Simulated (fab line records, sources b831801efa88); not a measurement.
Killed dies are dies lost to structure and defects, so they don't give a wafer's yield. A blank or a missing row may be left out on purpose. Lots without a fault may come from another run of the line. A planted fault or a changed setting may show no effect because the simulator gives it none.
fab line records | flow sky130
record lots=13 wafers=39 last_day=50
route steps=708 shown VIA3@587
lots that met no fault: from a run of the same line without faults
start_h: hours from the record's first day to the start of the lot's first wafer shown | wait_h: hours since the lot's step before | " the same as in the row above | L1.1+2: a row that stands for several wafers | - no value, or no start given | * or withheld: withheld | < > ~ a bound
route shown NAME@n: a module of which the file shows steps, and the number in the route of the first | usual: mean/standard deviation of fault-free wafers | same: alike in all rows | chamber/n: place in a boat | sites: the reading at each site | _std_site: their standard deviation | _edge_site: outer sites' mean less inner sites' | radius_mm: how far each site lies from the wafer's centre | mask NAME#n: copy n | behind: the tool/chamber that last shaped the wafer | hold: why the lot was held/for how many hours/how that ended | device: the transistor (n, p or np) that didn't switch | end of line: the same wafers' tests at the end of the route | a step without rows: its recipe alone | killed: dies lost to structure and defects at the first sort, not the wafer's yield | map: a wafer's dies, x killed, . not, _ none there
set.NAME: the setting as run; set.NAME@STEP: as run at that earlier step | model.NAME: the simulator's own value behind a step, which no gauge read
steps of the route over a sample of lots; a table a step, a row a wafer
services: from which hour (start_h, from the record's first day; less than 0 if before it) a tool's chamber was out of use, for how many hours, and why
## steps
# step SKY_VIA3_ETCH_14
# recipe chemistry=N2/H2 target=BARC ion_energy_ev=200 source_w=500 bias_w=100 pressure_mtorr=30 n2_flow_sccm=100 h2_flow_sccm=200 stop_on=SiO2 time_s=45.9 target_depth_a=600
# usual drypump_motor_current_A=5.7/0.36 oes_product_au=0.855/0.0051 run_length_s=74.4/0.53 throttle_valve_pct=13.223/0.0085
# columns lot.wafer tool chamber start_h wait_h drypump_motor_current_A oes_product_au rf_hours_counter_h run_length_s throttle_valve_pct
L866.1 rie_diel-03 3 931.55 0.0 5.7 0.856 20 73.6 13.222
L866.3 " 0 " " 6.6 0.865 28 74.3 13.221
L866.4 " 2 " " 6.0 0.854 - 73.2 13.233
L868.2 rie_diel-02 3 975.59 0.0 5.3 0.859 16 74.8 13.223
L868.3 " 1 " " 5.4 0.854 9 74.2 13.225
L868.5 " 1 " " 5.5 0.847 - 74.1 13.220
L867.3 rie_diel-01 0 976.45 0.0 5.8 0.847 10 75.0 13.209
L867.4 " 0 " " 5.8 0.862 - 75.1 13.219
L867.6 " 2 " " 5.2 0.852 - 75.3 13.228
L869.2 rie_diel-02 3 976.96 0.0 5.3 0.852 16 74.5 13.230
L869.3 " 1 " " 5.5 0.865 9 74.6 13.227
L869.4 " 2 " " 5.7 0.852 17 74.7 13.234
L871.2 rie_diel-02 0 978.21 0.0 5.6 0.854 26 73.9 13.216
L871.4 " 2 " " 5.7 0.863 17 74.9 13.217
L871.6 " 3 " " 5.3 0.848 - 74.4 13.233
L870.3 rie_diel-03 2 981.52 0.0 6.0 0.849 - 73.3 13.221
L870.4 " 1 " " 5.3 0.858 - 74.0 13.229
L870.6 " 2 " " 6.0 0.861 - 73.3 13.217
L874.2 rie_diel-01 1 991.65 0.0 5.8 0.856 28 73.7 13.224
L874.3 " 0 " " 5.8 0.853 10 75.0 13.225
L874.5 " 1 " " 5.7 0.853 - 73.9 13.214
L876.2 rie_diel-02 1 1003.29 0.0 5.5 0.850 10 74.6 13.230
L876.3 " 0 " " 5.7 0.856 27 74.4 13.229
L876.4 " 2 " " 5.7 0.861 18 75.4 13.236
L878.2 rie_diel-03 0 1012.71 0.0 6.6 0.862 1 74.2 13.221
L878.3 " 1 " " 5.3 0.848 3 74.2 13.211
L878.4 " 0 " " 6.6 0.859 - 74.6 13.233
L881.1 rie_diel-02 0 1045.44 0.0 5.6 0.864 1 73.8 13.222
L881.2 " 3 " " 5.3 0.855 18 74.9 13.230
L881.4 " 2 " " 5.7 0.854 19 74.7 13.226
L883.1 rie_diel-02 0 1055.21 0.0 5.7 0.970 1 68.0 13.235
L883.4 " 1 " " 5.5 0.848 12 74.0 13.216
L883.6 " 3 " " 5.3 0.974 - 68.8 13.247
L884.1 rie_diel-01 3 1064.99 0.0 6.4 0.865 23 74.3 13.213
L884.4 " 2 " " 5.2 0.858 - 74.7 13.230
L884.6 " 0 " " 5.8 0.859 - 74.9 13.232
L887.2 rie_diel-01 1 1076.43 0.0 5.7 0.847 0 73.8 13.222
L887.3 " 3 " " 6.4 0.845 23 74.6 13.219
L887.6 " 1 " " 5.7 0.851 - 74.3 13.227
## services
# columns tool chamber start_h hours kind
rie_diel-03 0 914.45 4.4 repair
rie_diel-03 1 931.25 - clean
rie_diel-03 1 931.25 27.3 scheduled_down
rie_diel-03 1 931.25 27.3 vent_cycle
rie_diel-03 0 958.50 - clean
rie_diel-03 0 958.50 - consumable_replace:showerhead
rie_diel-03 0 958.50 31.5 scheduled_down
rie_diel-03 0 958.50 31.5 vent_cycle
rie_diel-03 3 959.79 83.3 repair
rie_diel-01 1 962.98 27.9 repair
rie_diel-02 0 1000.56 2.1 repair
rie_diel-02 0 1005.68 - clean
rie_diel-02 0 1005.68 15.8 scheduled_down
rie_diel-02 0 1005.68 15.8 vent_cycle
rie_diel-02 - 1031.39 0.4 repair
rie_diel-01 1 1042.18 9.9 repair
rie_diel-01 1 1052.04 - clean
rie_diel-01 1 1052.04 13.7 scheduled_down
rie_diel-01 1 1052.04 13.7 vent_cycle
rie_diel-01 2 1070.91 14.6 repair
rie_diel-02 1 1070.92 7.5 repair
## key
first_sign step=SKY_VIA3_ETCH_14 reading=oes_product_au direction=up sigmas=23 usual=0.855 struck=0.972
effect step=SKY_VIA3_ETCH_14 reading=run_length_s direction=down sigmas=11 usual=* struck=*
met_at SKY_VIA3_ETCH_14
struck_lots L883
struck_wafers L883.1,L883.6
sort_left_out L883.1,L883.6
onset_between 1045.44 1055.21
fault kind=process_parameter_drift tool=rie_diel-02 chamber=- onset_h=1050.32 steps=SKY_VIA3_ETCH_14 channel=time_s offset=* shape=step end_h=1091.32 scope=struck_wafers_only acts_in=* stated=*
# sort_left_out: the simulated sort isn't trusted on such a fault, so these wafers' sort isn't shown, and their yield isn't known
